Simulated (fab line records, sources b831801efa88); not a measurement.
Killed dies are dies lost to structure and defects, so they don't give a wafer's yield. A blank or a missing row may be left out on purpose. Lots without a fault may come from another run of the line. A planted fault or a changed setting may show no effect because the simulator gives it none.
fab line records | flow gf180mcu
record lots=24 wafers=72 last_day=34
route steps=602 shown V1@351 V2@384 V3@430 M4@472
lots that met no fault: from a run of the same line without faults
start_h: hours from the record's first day to the start of the lot's first wafer shown | wait_h: hours since the lot's step before | " the same as in the row above | L1.1+2: a row that stands for several wafers | - no value, or no start given | * or withheld: withheld | < > ~ a bound
route shown NAME@n: a module of which the file shows steps, and the number in the route of the first | usual: mean/standard deviation of fault-free wafers | same: alike in all rows | chamber/n: place in a boat | sites: the reading at each site | _std_site: their standard deviation | _edge_site: outer sites' mean less inner sites' | radius_mm: how far each site lies from the wafer's centre | mask NAME#n: copy n | behind: the tool/chamber that last shaped the wafer | hold: why the lot was held/for how many hours/how that ended | device: the transistor (n, p or np) that didn't switch | end of line: the same wafers' tests at the end of the route | a step without rows: its recipe alone | killed: dies lost to structure and defects at the first sort, not the wafer's yield | map: a wafer's dies, x killed, . not, _ none there
set.NAME: the setting as run; set.NAME@STEP: as run at that earlier step | model.NAME: the simulator's own value behind a step, which no gauge read
steps of the route over a sample of lots; a table a step, a row a wafer
services: from which hour (start_h, from the record's first day; less than 0 if before it) a tool's chamber was out of use, for how many hours, and why
## steps
# step GF_V1_ETCH_16
# recipe chemistry=N2/H2 target_depth_a=withheld overetch_a=withheld time_s=withheld target=BARC ion_energy_ev=200 source_w=500 bias_w=100 pressure_mtorr=30 n2_flow_sccm=100 h2_flow_sccm=200
# usual drypump_motor_current_A=5.6/0.32 oes_product_au=0.854/0.0046 throttle_valve_pct=13.224/0.0086
# columns lot.wafer tool chamber start_h wait_h drypump_motor_current_A oes_product_au throttle_valve_pct
L074.1 rie_diel-04 1 407.79 0.0 6.1 0.849 13.218
L074.5 " 3 " " 5.0 0.849 13.216
L074.6 " 2 " " 6.2 0.853 13.219
L075.4 rie_diel-03 2 418.74 0.0 5.5 0.848 13.215
L075.5 " 2 " " 5.5 0.854 13.241
L075.6 " 3 " " 5.8 0.854 13.244
L076.2 rie_diel-03 2 429.99 0.0 5.5 0.857 13.221
L076.3 " 0 " " 5.7 0.854 13.236
L076.5 " 3 " " 5.8 0.856 13.227
L077.1 rie_diel-02 1 442.74 0.0 5.9 0.849 13.230
L077.3 " 2 " " 5.9 0.857 13.212
L077.5 " 3 " " 5.3 0.852 13.224
L078.3 rie_diel-02 1 451.79 0.0 5.8 0.853 13.221
L078.5 " 3 " " 5.3 0.855 13.230
L078.6 " 2 " " 5.9 0.858 13.236
L079.2 rie_diel-02 3 457.61 0.0 5.4 0.859 13.229
L079.4 " 2 " " 5.9 0.859 13.221
L079.6 " 3 " " 5.3 0.859 13.209
L080.2 rie_diel-03 3 467.40 0.0 5.7 0.852 13.230
L080.5 " 0 " " 5.7 0.862 13.226
L080.6 " 1 " " 5.3 0.851 13.236
L081.2 rie_diel-04 0 477.00 0.0 5.4 0.855 13.228
L081.3 " 1 " " 6.1 0.860 13.235
L081.6 " 2 " " 6.2 0.846 13.208
L082.1 rie_diel-03 1 486.95 0.0 5.2 0.862 13.222
L082.2 " 2 " " 5.4 0.859 13.236
L082.5 " 3 " " 5.7 0.861 13.213
L083.2 rie_diel-03 1 494.19 0.0 5.3 0.849 13.235
L083.3 " 3 " " 5.8 0.848 13.217
L083.6 " 3 " " 5.8 0.857 13.223
L084.1 rie_diel-03 3 504.44 0.0 5.8 0.857 13.229
L084.2 " 1 " " 5.2 0.857 13.224
L084.3 " 0 " " 5.7 0.851 13.213
L085.3 rie_diel-03 2 516.20 0.0 5.4 0.849 13.225
L085.5 " 3 " " 5.8 0.857 13.234
L085.6 " 2 " " 5.5 0.844 13.236
L086.1 rie_diel-03 2 520.00 0.0 5.5 0.852 13.220
L086.2 " 3 " " 5.8 0.861 13.239
L086.4 " 1 " " 5.3 0.848 13.226
L087.2 rie_diel-04 1 526.65 0.0 6.1 0.856 13.231
L087.5 " 2 " " 6.2 0.859 13.219
L087.6 " 3 " " 5.0 0.855 13.234
L088.2 rie_diel-04 0 537.10 0.0 5.4 0.857 13.227
L088.3 " 1 " " 6.1 0.857 13.228
L088.5 " 1 " " 6.1 0.852 13.219
L089.1 rie_diel-03 2 545.61 0.0 5.4 0.857 13.228
L089.2 " 0 " " 5.7 0.853 13.224
L089.3 " 1 " " 5.2 0.846 13.231
L090.2 rie_diel-02 1 553.16 0.0 5.8 0.854 13.227
L090.4 " 2 " " 5.9 0.859 13.228
L090.5 " 2 " " 5.9 0.852 13.220
L091.3 rie_diel-04 3 561.90 0.0 5.0 0.855 13.222
L091.4 " 1 " " 6.1 0.851 13.218
L091.6 " 0 " " 5.4 0.856 13.225
L092.2 rie_diel-02 1 573.61 0.0 5.9 0.860 13.223
L092.4 " 3 " " 5.3 0.859 13.236
L092.6 " 3 " " 5.3 0.855 13.217
L093.2 rie_diel-03 0 574.64 0.0 5.7 0.847 13.217
L093.4 " 1 " " 5.2 0.850 13.198
L093.5 " 0 " " 5.6 0.851 13.230
L094.2 rie_diel-03 0 580.86 0.0 5.7 0.858 13.223
L094.5 " 3 " " 5.8 0.856 13.205
L094.6 " 0 " " 5.7 0.856 13.222
L095.1 rie_diel-04 3 590.70 0.0 5.0 0.852 13.233
L095.3 " 0 " " 5.4 0.846 13.217
L095.6 " 2 " " 6.2 0.852 13.225
L096.3 rie_diel-04 0 595.60 0.0 5.4 0.855 13.225
L096.4 " 3 " " 5.0 0.853 13.198
L096.6 " 1 " " 6.0 0.852 13.226
L097.1 rie_diel-03 2 603.44 0.0 5.4 0.853 13.223
L097.5 " 3 " " 5.7 0.855 13.214
L097.6 " 2 " " 5.5 0.852 13.229
# step GF_V2_CVD_02
# recipe material=SiO2 target_thk_nm=850 precursor=TEOS temp_c=400 time_s=94.851 rf_w=600
# usual heater_power_w=702/94
# columns lot.wafer tool chamber start_h wait_h heater_power_w since_wet_clean_h
L074.1 pecvd-04 1 434.80 0.1 727 677
L074.5 " 0 " " 746 -
L074.6 " 2 " " 541 -
L075.4 pecvd-01 1 445.65 0.1 683 -
L075.5 " 0 " " 490 -
L075.6 " 2 " " 812 -
L076.2 pecvd-03 2 455.98 0.0 736 490
L076.3 " 1 " " 653 490
L076.5 " 0 " " 839 -
L077.1 pecvd-04 2 470.30 0.1 607 712
L077.3 " 0 " " 677 712
L077.5 " 2 " " 660 -
L078.3 pecvd-04 2 478.85 0.0 684 721
L078.5 " 2 " " 549 -
L078.6 " 0 " " 723 -
L079.2 pecvd-04 2 484.25 0.0 653 726
L079.4 " 2 " " 653 -
L079.6 " 0 " " 740 -
L080.2 pecvd-01 1 493.73 0.0 662 319
L080.5 " 2 " " 758 -
L080.6 " 0 " " 480 -
L081.2 pecvd-01 2 503.90 0.0 820 329
L081.3 " 0 " " 494 329
L081.6 " 2 " " 842 -
L082.1 pecvd-03 2 513.20 0.1 779 547
L082.2 " 0 " " 894 547
L082.5 " 2 " " 813 -
L083.2 pecvd-03 1 520.37 0.0 721 554
L083.3 " 2 " " 673 554
L083.6 " 0 " " 914 -
L084.1 pecvd-01 1 530.48 0.1 678 356
L084.2 " 0 " " 506 356
L084.3 " 0 " " 551 -
L085.3 pecvd-03 0 541.20 0.0 922 575
L085.5 " 0 " " 726 -
L085.6 " 1 " " 770 -
L086.1 pecvd-04 1 545.36 0.1 727 787
L086.2 " 2 " " 635 787
L086.4 " 0 " " 737 -
L087.2 pecvd-01 1 551.97 0.0 658 377
L087.5 " 0 " " 535 -
L087.6 " 2 " " 860 -
L088.2 pecvd-04 1 562.04 0.0 721 804
L088.3 " 0 " " 697 804
L088.5 " 0 " " 725 -
L089.1 pecvd-03 1 570.14 0.1 723 604
L089.2 " 0 " " 771 604
L089.3 " 2 " " 700 604
L090.2 pecvd-04 1 577.91 0.0 692 820
L090.4 " 0 " " 680 -
L090.5 " 1 " " 734 -
L091.3 pecvd-04 2 586.08 0.0 655 828
L091.4 " 1 " " 764 -
L091.6 " 2 " " 675 -
L093.2 pecvd-03 2 598.15 0.0 730 632
L093.4 " 0 " " 730 -
L093.5 " 1 " " 698 -
L092.2 pecvd-01 2 598.27 0.0 840 424
L092.4 " 1 " " 668 -
L092.6 " 0 " " 592 -
L094.2 pecvd-03 2 604.64 0.0 775 638
L094.5 " 0 " " 920 -
L094.6 " 1 " " 706 -
L095.1 pecvd-03 2 614.10 0.1 687 648
L095.3 " 1 " " 787 648
L095.6 " 0 " " 862 -
L096.3 pecvd-04 2 618.60 0.0 592 13
L096.4 " 1 " " 744 -
L096.6 " 2 " " 645 -
L097.1 pecvd-04 2 626.88 0.1 683 22
L097.5 " 2 " " 530 -
L097.6 " 1 " " 717 -
# step GF_V2_STRIP_18
# recipe chemistry=O2/N2 power_w=1400 pressure_mtorr=1500 platen_temp_c=250 o2_flow_sccm=3000 n2_flow_sccm=300 overash_fraction=0.5
# usual drypump_motor_current_A=5.83/0.27 heater_power_w=353/37 oes_product_au=0.591/0.0046 platen_temp_c=250.01/0.17
# columns lot.wafer tool chamber start_h wait_h drypump_motor_current_A heater_power_w oes_product_au platen_temp_c rf_hours_counter_h
L074.1 plasma_asher-04 0 459.79 - 5.87 339 0.598 250.09 82
L074.5 " 0 " " 5.88 350 0.585 250.23 -
L074.6 " 1 " " 5.96 402 0.593 249.88 -
L075.4 plasma_asher-04 0 471.05 - 5.88 337 0.594 249.97 -
L075.5 " 1 " " 6.00 411 0.589 249.80 -
L075.6 " 0 " " 5.88 343 0.590 249.91 -
L076.2 plasma_asher-03 0 481.28 - 6.00 353 0.597 249.71 6
L076.3 " 0 " " 6.03 336 0.590 250.10 -
L076.5 " 0 " " 6.00 349 0.592 249.66 -
L077.1 plasma_asher-04 1 495.15 - 5.97 398 0.594 249.72 86
L077.3 " 0 " " 5.86 342 0.595 250.07 -
L077.5 " 0 " " 5.87 336 0.594 249.80 -
L078.3 plasma_asher-02 1 503.56 - 6.12 381 0.590 250.07 -
L078.5 " 0 " " 5.91 343 0.599 250.18 -
L078.6 " 1 " " 6.13 367 0.595 249.93 -
L079.2 plasma_asher-02 0 509.13 - 5.90 340 0.591 250.07 70
L079.4 " 1 " " 6.08 372 0.594 250.06 -
L079.6 " 1 " " 6.10 372 0.593 250.23 -
L080.2 plasma_asher-03 0 518.09 - 5.95 347 0.592 249.93 10
L080.5 " 0 " " 5.99 353 0.597 250.20 -
L080.6 " 1 " " 5.24 281 0.593 250.09 -
L081.2 plasma_asher-04 1 528.47 - 5.94 402 0.597 249.74 90
L081.3 " 1 " " 5.94 405 0.591 249.76 -
L081.6 " 0 " " 5.86 348 0.596 249.90 -
L082.1 plasma_asher-04 0 537.02 - 5.85 337 0.589 249.78 91
L082.2 " 1 " " 5.98 393 0.590 250.22 91
L082.5 " 0 " " 5.87 344 0.586 249.87 -
L083.2 plasma_asher-04 1 543.33 - 5.98 398 0.578 249.89 92
L083.3 " 1 " " 5.94 407 0.594 250.16 -
L083.6 " 0 " " 5.86 338 0.583 250.04 -
L084.1 plasma_asher-04 1 554.57 - 5.92 396 0.584 249.66 93
L084.2 " 0 " " 5.87 339 0.594 249.50 93
L084.3 " 1 " " 5.94 396 0.591 249.68 -
L085.3 plasma_asher-03 1 564.30 - 5.25 290 0.593 249.85 -
L085.5 " 0 " " 6.00 349 0.586 250.03 -
L085.6 " 1 " " 5.28 290 0.599 250.24 -
L086.1 plasma_asher-02 0 568.04 - 5.93 349 0.599 249.90 77
L086.2 " 1 " " 6.13 376 0.595 249.68 77
L086.4 " 1 " " 6.13 378 0.591 250.11 -
L087.2 plasma_asher-03 1 574.33 - 5.30 287 0.583 250.08 17
L087.5 " 0 " " 5.97 344 0.588 249.90 -
L087.6 " 1 " " 5.26 284 0.594 249.84 -
L088.2 plasma_asher-04 1 584.68 - 5.91 405 0.591 250.19 96
L088.3 " 0 " " 5.88 342 0.587 250.37 -
L088.5 " 0 " " 5.90 347 0.593 250.11 -
L089.1 plasma_asher-04 0 592.83 - 5.84 337 0.597 250.01 96
L089.2 " 1 " " 6.01 402 0.595 250.07 96
L089.3 " 1 " " 5.99 416 0.592 250.37 -
L090.2 plasma_asher-04 1 599.87 - 5.94 401 0.584 249.80 97
L090.4 " 1 " " 5.95 409 0.589 250.32 -
L090.5 " 1 " " 5.97 393 0.588 250.19 -
L091.3 plasma_asher-03 1 608.05 - 5.24 291 0.587 250.05 -
L091.4 " 0 " " 5.94 349 0.591 249.93 -
L091.6 " 0 " " 5.96 349 0.597 249.84 -
L093.2 plasma_asher-02 0 619.97 - 5.92 346 0.595 249.91 82
L093.4 " 1 " " 6.10 382 0.590 250.03 -
L093.5 " 0 " " 5.93 349 0.589 249.84 -
L092.2 plasma_asher-03 0 620.32 - 5.96 347 0.584 250.15 22
L092.4 " 0 " " 5.98 361 0.594 250.16 -
L092.6 " 1 " " 5.24 298 0.592 250.22 -
L094.2 plasma_asher-03 1 626.83 - 5.22 293 0.591 249.96 23
L094.5 " 0 " " 5.96 356 0.590 250.24 -
L094.6 " 1 " " 5.24 294 0.594 250.21 -
L095.1 plasma_asher-04 1 635.17 - 5.97 396 0.594 250.01 101
L095.3 " 0 " " 5.86 340 0.589 250.03 -
L095.6 " 1 " " 6.02 399 0.593 250.12 -
L096.3 plasma_asher-03 1 639.40 - 5.22 290 0.589 249.92 -
L096.4 " 0 " " 5.97 352 0.590 250.10 -
L096.6 " 1 " " 5.18 291 0.596 250.07 -
L097.1 plasma_asher-04 1 647.12 - 5.98 403 0.586 249.91 102
L097.5 " 0 " " 5.86 341 0.586 249.72 -
L097.6 " 1 " " 5.99 412 0.585 249.90 -
# step GF_V3_THK_MEAS_01
# recipe reads=SiO2_of_V3_CVD_00
# usual V3_CVD_00_THK=600/6.1
# columns lot.wafer tool chamber start_h wait_h V3_CVD_00_THK[nm]
L074.1 film_metro-03 - 486.10 0.0 593
L074.5 " - " " 592
L074.6 " - " " 589
L075.4 film_metro-01 - 498.03 0.0 603
L075.5 " - " " 599
L075.6 " - " " 600
L076.2 film_metro-03 - 507.34 0.0 607
L076.3 " - " " 608
L076.5 " - " " 608
L077.1 film_metro-01 - 521.33 0.0 601
L077.3 " - " " 605
L077.5 " - " " 602
L078.3 film_metro-03 - 528.96 0.1 609
L078.5 " - " " 613
L078.6 " - " " 608
L079.2 film_metro-03 - 534.79 0.0 607
L079.4 " - " " 609
L079.6 " - " " 611
L080.2 film_metro-03 - 542.70 0.0 606
L080.5 " - " " 604
L080.6 " - " " 605
L081.2 film_metro-04 - 553.11 0.0 594
L081.3 " - " " 604
L081.6 " - " " 600
L082.1 film_metro-03 - 561.33 0.0 606
L082.2 " - " " 611
L082.5 " - " " 602
L083.2 film_metro-04 - 567.75 0.0 598
L083.3 " - " " 593
L083.6 " - " " 594
L084.1 film_metro-04 - 578.89 0.0 603
L084.2 " - " " 601
L084.3 " - " " 606
L085.3 film_metro-01 - 588.14 0.1 598
L085.5 " - " " 598
L085.6 " - " " 600
L086.1 film_metro-03 - 591.84 0.0 592
L086.2 " - " " 591
L086.4 " - " " 600
L087.2 film_metro-04 - 598.05 0.0 603
L087.5 " - " " 601
L087.6 " - " " 603
L088.2 film_metro-03 - 608.15 0.0 595
L088.3 " - " " 596
L088.5 " - " " 592
L089.1 film_metro-04 - 615.62 0.0 597
L089.2 " - " " 598
L089.3 " - " " 598
L090.2 film_metro-01 - 622.88 0.0 600
L090.4 " - " " 596
L090.5 " - " " 595
L091.3 film_metro-01 - 630.76 0.1 608
L091.4 " - " " 611
L091.6 " - " " 602
L093.2 film_metro-03 - 642.48 0.1 597
L093.4 " - " " 590
L093.5 " - " " 597
L092.2 film_metro-03 - 643.14 0.1 590
L092.4 " - " " 591
L092.6 " - " " 586
L094.2 film_metro-01 - 649.16 0.1 597
L094.5 " - " " 596
L094.6 " - " " 588
L095.1 film_metro-04 - 657.24 0.0 599
L095.3 " - " " 600
L095.6 " - " " 602
L096.3 film_metro-04 - 661.76 0.1 598
L096.4 " - " " 600
L096.6 " - " " 596
L097.1 film_metro-03 - 669.37 0.0 611
L097.5 " - " " 606
L097.6 " - " " 608
# step GF_V3_ETCH_16
# recipe chemistry=N2/H2 target_depth_a=withheld overetch_a=withheld time_s=withheld target=BARC ion_energy_ev=200 source_w=500 bias_w=100 pressure_mtorr=30 n2_flow_sccm=100 h2_flow_sccm=200
# usual drypump_motor_current_A=5.7/0.44 oes_product_au=0.854/0.0047 throttle_valve_pct=13.224/0.0095
# columns lot.wafer tool chamber start_h wait_h drypump_motor_current_A oes_product_au throttle_valve_pct
L074.1 rie_diel-04 1 510.90 0.0 6.1 0.862 13.232
L074.5 " 1 " " 6.1 0.850 13.242
L074.6 " 0 " " 5.4 0.853 13.212
L075.4 rie_diel-04 2 522.12 0.0 6.1 0.854 13.230
L075.5 " 3 " " 5.0 0.855 13.231
L075.6 " 1 " " 6.1 0.851 13.220
L076.2 rie_diel-04 1 530.85 0.0 6.1 0.856 13.216
L076.3 " 0 " " 5.4 0.851 13.238
L076.5 " 3 " " 5.0 0.852 13.228
L077.1 rie_diel-01 3 545.09 0.0 5.3 0.844 13.221
L077.3 " 2 " " 5.3 0.859 13.212
L077.5 " 2 " " 5.3 0.859 13.228
L078.3 rie_diel-04 2 552.24 0.0 6.2 0.853 13.232
L078.5 " 3 " " 5.0 0.856 13.219
L078.6 " 2 " " 6.2 0.859 13.224
L079.2 rie_diel-04 1 557.34 0.0 6.1 0.855 13.231
L079.4 " 2 " " 6.2 0.852 13.222
L079.6 " 1 " " 6.1 0.852 13.229
L080.2 rie_diel-01 2 565.88 0.0 5.3 0.854 13.212
L080.5 " 0 " " 6.4 0.851 13.228
L080.6 " 2 " " 5.3 0.853 13.211
L081.2 rie_diel-04 2 575.76 0.0 6.2 0.855 13.216
L081.3 " 0 " " 5.4 0.855 13.220
L081.6 " 3 " " 5.0 0.858 13.217
L082.1 rie_diel-03 2 583.99 0.0 5.4 0.854 13.214
L082.2 " 3 " " 5.8 0.860 13.235
L082.5 " 2 " " 5.5 0.849 13.239
L083.2 rie_diel-01 1 589.76 0.0 5.7 0.853 13.214
L083.3 " 0 " " 6.4 0.844 13.211
L083.6 " 1 " " 5.7 0.854 13.228
L084.1 rie_diel-04 2 601.10 0.0 6.2 0.844 13.224
L084.2 " 3 " " 5.0 0.842 13.217
L084.3 " 1 " " 6.2 0.857 13.207
L085.3 rie_diel-03 1 610.16 0.0 5.3 0.847 13.218
L085.5 " 0 " " 5.7 0.851 13.219
L085.6 " 1 " " 5.2 0.852 13.220
L086.1 rie_diel-04 3 613.59 0.0 5.0 0.854 13.235
L086.2 " 2 " " 6.1 0.855 13.221
L086.4 " 1 " " 6.1 0.855 13.216
L087.2 rie_diel-01 3 619.65 0.0 5.3 0.856 13.231
L087.5 " 1 " " 5.7 0.852 13.228
L087.6 " 0 " " 6.4 0.854 13.223
L088.2 rie_diel-03 0 629.06 0.0 5.7 0.860 13.224
L088.3 " 1 " " 5.3 0.856 13.223
L088.5 " 0 " " 5.7 0.858 13.213
L089.1 rie_diel-01 3 636.45 0.0 5.3 0.845 13.218
L089.2 " 2 " " 5.3 0.853 13.223
L089.3 " 1 " " 5.7 0.857 13.238
L090.2 rie_diel-04 3 643.75 0.0 5.0 0.858 13.215
L090.4 " 0 " " 5.4 0.850 13.207
L090.5 " 2 " " 6.2 0.851 13.220
L091.3 rie_diel-03 2 651.65 0.0 5.5 0.856 13.220
L091.4 " 3 " " 5.8 0.863 13.226
L091.6 " 2 " " 5.4 0.850 13.208
L093.2 rie_diel-01 0 663.44 0.0 6.4 0.857 13.221
L093.4 " 3 " " 5.3 0.854 13.230
L093.5 " 3 " " 5.3 0.857 13.215
L092.2 rie_diel-03 1 663.90 0.0 5.2 0.861 13.229
L092.4 " 3 " " 5.8 0.850 13.211
L092.6 " 1 " " 5.3 0.862 13.234
L094.2 rie_diel-03 2 668.50 0.0 5.5 0.855 13.226
L094.5 " 0 " " 5.7 0.853 13.244
L094.6 " 3 " " 5.8 0.859 13.210
L095.1 rie_diel-01 0 677.04 0.0 6.4 0.852 13.234
L095.3 " 2 " " 5.3 0.850 13.233
L095.6 " 2 " " 5.3 0.853 13.238
L096.3 rie_diel-04 1 681.74 0.0 6.1 0.853 13.222
L096.4 " 0 " " 5.4 0.846 13.232
L096.6 " 1 " " 6.1 0.850 13.203
L097.1 rie_diel-01 3 689.15 0.0 5.3 0.847 13.230
L097.5 " 3 " " 5.3 0.849 13.220
L097.6 " 0 " " 6.4 0.855 13.217
# step GF_M4_METAL_ETCH_16
# recipe chemistry=Cl2/BCl3 mask_material=KrF target_depth_nm=750.8 stop_on=SiO2 pressure_mtorr=8 icp_w=800 bias_w=140 Cl2_flow_sccm=80 bcl3_flow_sccm=40 time_s=125.1
# usual drypump_motor_current_A=5.67/0.3 oes_product_au=0.988/0.0064 throttle_valve_pct=28.233/0.0098
# columns lot.wafer tool chamber start_h wait_h drypump_motor_current_A oes_product_au rf_hours_counter_h throttle_valve_pct
L074.1 rie_metal-01 0 535.45 0.0 6.28 0.993 13 28.239
L074.5 " 0 " " 6.30 0.993 - 28.226
L074.6 " 1 " " 5.69 0.993 - 28.224
L075.4 rie_metal-01 1 546.44 0.1 5.65 0.977 - 28.217
L075.5 " 0 " " 6.33 0.985 - 28.235
L075.6 " 1 " " 5.68 0.992 - 28.237
L076.2 rie_metal-04 0 555.50 0.0 5.61 0.972 11 28.247
L076.3 " 1 " " 5.57 0.980 - 28.232
L076.5 " 1 " " 5.56 0.980 - 28.236
L077.1 rie_metal-01 1 569.01 0.0 5.68 0.991 1 28.223
L077.3 " 1 " " 5.66 0.991 - 28.242
L077.5 " 1 " " 5.67 0.991 - 28.226
L078.3 rie_metal-01 1 575.94 0.1 5.68 0.990 - 28.241
L078.5 " 1 " " 5.68 0.996 - 28.229
L078.6 " 1 " " 5.68 0.984 - 28.235
L079.2 rie_metal-04 1 580.50 0.0 5.58 0.991 6 28.226
L079.4 " 0 " " 5.59 0.983 - 28.238
L079.6 " 1 " " 5.58 0.986 - 28.237
L080.2 rie_metal-01 0 589.41 0.0 6.28 0.994 0 28.223
L080.5 " 1 " " 5.66 0.991 - 28.224
L080.6 " 0 " " 6.26 0.990 - 28.233
L081.2 rie_metal-04 0 598.56 0.0 5.57 0.996 12 28.249
L081.3 " 0 " " 5.56 0.986 - 28.240
L081.6 " 1 " " 5.55 0.987 - 28.244
L082.1 rie_metal-04 1 606.80 0.0 5.55 0.991 7 28.221
L082.2 " 0 " " 5.60 0.985 12 28.239
L082.5 " 0 " " 5.60 0.981 - 28.236
L083.2 rie_metal-04 0 612.36 0.0 5.57 0.990 13 28.236
L083.3 " 1 " " 5.57 0.987 - 28.235
L083.6 " 1 " " 5.55 0.991 - 28.232
L084.1 rie_metal-02 0 623.46 0.0 5.00 0.988 9 28.221
L084.2 " 1 " " 5.71 0.990 0 28.222
L084.3 " 1 " " 5.73 0.984 - 28.243
L085.3 rie_metal-04 0 632.54 0.1 5.58 0.988 - 28.239
L085.5 " 1 " " 5.56 0.986 - 28.230
L085.6 " 0 " " 5.54 0.987 - 28.236
L086.1 rie_metal-04 0 635.80 0.0 5.55 0.982 13 28.219
L086.2 " 1 " " 5.55 0.990 8 28.231
L086.4 " 1 " " 5.54 0.992 - 28.244
L087.2 rie_metal-02 1 642.01 0.0 5.71 0.992 1 28.223
L087.5 " 1 " " 5.72 0.993 - 28.234
L087.6 " 0 " " 5.02 0.993 - 28.237
L088.2 rie_metal-01 0 650.51 0.0 6.29 0.987 2 28.226
L088.3 " 0 " " 6.29 0.988 - 28.235
L088.5 " 0 " " 6.26 0.995 - 28.239
L089.1 rie_metal-04 0 658.35 0.0 5.59 0.982 15 28.242
L089.2 " 1 " " 5.53 0.993 8 28.216
L089.3 " 1 " " 5.53 1.000 - 28.213
L090.2 rie_metal-04 0 665.30 0.0 5.59 0.974 15 28.254
L090.4 " 0 " " 5.57 0.989 - 28.239
L090.5 " 0 " " 5.58 0.995 - 28.233
L091.3 rie_metal-04 1 672.90 0.1 5.55 0.987 - 28.225
L091.4 " 0 " " 5.58 0.978 - 28.218
L091.6 " 1 " " 5.54 0.992 - 28.231
L093.2 rie_metal-02 1 684.20 0.0 5.70 0.989 2 28.219
L093.4 " 1 " " 5.71 0.994 - 28.234
L093.5 " 1 " " 5.71 0.989 - 28.240
L092.2 rie_metal-01 1 685.45 0.0 5.69 0.993 6 28.243
L092.4 " 1 " " 5.68 0.987 - 28.229
L092.6 " 1 " " 5.68 0.995 - 28.237
L094.2 rie_metal-01 1 689.00 0.0 5.70 1.000 6 28.224
L094.5 " 0 " " 6.28 0.983 - 28.228
L094.6 " 1 " " 5.69 0.991 - 28.232
L095.1 rie_metal-04 0 697.70 0.0 5.57 0.983 16 28.246
L095.3 " 0 " " 5.57 0.980 - 28.242
L095.6 " 1 " " 5.60 0.986 - 28.243
L096.3 rie_metal-01 0 702.55 0.1 6.30 0.991 - 28.218
L096.4 " 1 " " 5.69 0.993 - 28.243
L096.6 " 0 " " 6.31 0.980 - 28.237
L097.1 rie_metal-04 1 709.80 0.0 5.55 0.977 10 28.242
L097.5 " 1 " " 5.57 0.973 - 28.242
L097.6 " 1 " " 5.56 0.973 - 28.223
## services
# columns tool chamber start_h hours kind
rie_diel-03 3 389.08 7.5 repair
pecvd-04 - 390.34 0.5 repair
rie_metal-04 1 401.91 6.4 repair
rie_diel-04 3 419.22 8.1 repair
plasma_asher-03 - 421.25 9.0 pm
rie_diel-04 0 438.72 9.1 repair
rie_diel-01 1 445.18 10.3 repair
rie_diel-04 1 445.51 8.4 repair
rie_diel-03 - 451.38 14.6 pm
pecvd-04 - 456.80 1.2 repair
rie_diel-01 - 466.15 4.3 pm
plasma_asher-03 - 480.41 0.7 repair
pecvd-03 - 487.07 2.8 pm
rie_metal-01 - 495.15 14.6 pm
rie_metal-04 - 546.62 0.3 repair
rie_metal-04 - 556.95 1.4 pm
pecvd-04 - 578.58 5.3 repair
pecvd-04 - 591.12 14.0 pm
pecvd-04 - 642.89 1.8 repair
rie_metal-04 1 643.99 12.0 repair
rie_diel-03 0 683.53 1.7 repair
pecvd-04 - 697.25 2.8 pm
pecvd-04 - 701.48 1.2 repair
rie_diel-03 0 707.67 4.5 repair
## key
fault none
